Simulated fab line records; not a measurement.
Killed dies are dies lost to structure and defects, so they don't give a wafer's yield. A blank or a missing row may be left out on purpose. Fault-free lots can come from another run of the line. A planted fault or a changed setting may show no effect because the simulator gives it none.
Chamber matching | flow sfq-line | SFQ_TRILAYER_I1_DEP_PECVD_045 on pecvd-03: 3 sister chambers
The step deposits SiO2 from SiH4/N2O, time 111.11 s, target thk 500 nm. 14 wafers are shown with their chamber, then 6 later ones without.

EACH WAFER AND ITS CHAMBER
wafer  | chamber | throttle-valve-pct (%) | heater-power-w (W) | run-length-s (s)
L179.1 | 0       | 22.1                   | 70                 | 140.1
L179.4 | 0       | 22.2                   | 73                 | 139.4
L179.6 | 2       | 24.9                   | 97                 | 138.0
L181.3 | 0       | 22.5                   | 81                 | 140.0
L181.4 | 2       | 24.8                   | 113                | 138.1
L181.6 | 0       | 22.0                   | 67                 | 139.7
L184.4 | 0       | 22.5                   | 80                 | 139.3
L184.5 | 2       | 24.8                   | 97                 | 138.1
L184.6 | 1       | 22.7                   | 69                 | 139.0
L186.2 | 1       | 22.6                   | 76                 | 139.4
L186.4 | 2       | 25.0                   | 113                | 138.0
L186.5 | 0       | 22.7                   | 82                 | 139.4
L187.1 | 0       | 22.4                   | 77                 | 139.4
L187.4 | 2       | 25.4                   | 118                | 139.0

SIGNATURES (means of the wafers above)
reading            | chamber 0 | chamber 1 | chamber 2 | scatter within a chamber
throttle-valve-pct | 22.343    | 22.650    | 24.980    | 0.239
heater-power-w     | 75.71     | 72.50     | 107.60    | 7.5
run-length-s       | 139.614   | 139.200   | 138.240   | 0.362
Rule: a wafer's distance from a chamber is the root of the sum, over the readings, of the square of ((its reading less the chamber's mean) divided by the reading's scatter). If the next closest chamber is less than 2 further off than the closest, the wafer can't be placed; otherwise it belongs to the closest. How the scatter is found: for the shown wafers, subtract from each reading the mean of its chamber, square and add these, divide the total by (wafers less chambers), then take the root.

WAFERS MISSING THEIR CHAMBER
wafer  | throttle-valve-pct (%) | heater-power-w (W) | run-length-s (s)
L187.5 | 22.7                   | 59                 | 139.3
L188.6 | 22.5                   | 72                 | 138.8
L190.2 | 22.7                   | 70                 | 138.8
L199.1 | 25.2                   | 116                | 138.5
L199.3 | 22.6                   | 81                 | 139.4
L199.4 | 25.6                   | 118                | 138.2

CHAMBER TAKEN BY EACH
wafer  | from the rows above     | in truth
L187.5 | can't be placed: 1 or 0 | 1
L188.6 | can't be placed: 1 or 0 | 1
L190.2 | can't be placed: 1 or 0 | 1
L199.1 | 2                       | 2
L199.3 | can't be placed: 1 or 0 | 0
L199.4 | 2                       | 2
Correct placement for 2 of the 6. Cannot be placed on the basis of these rows: 4; the candidates contain the true chamber in 4. Wrongly placed: 0.
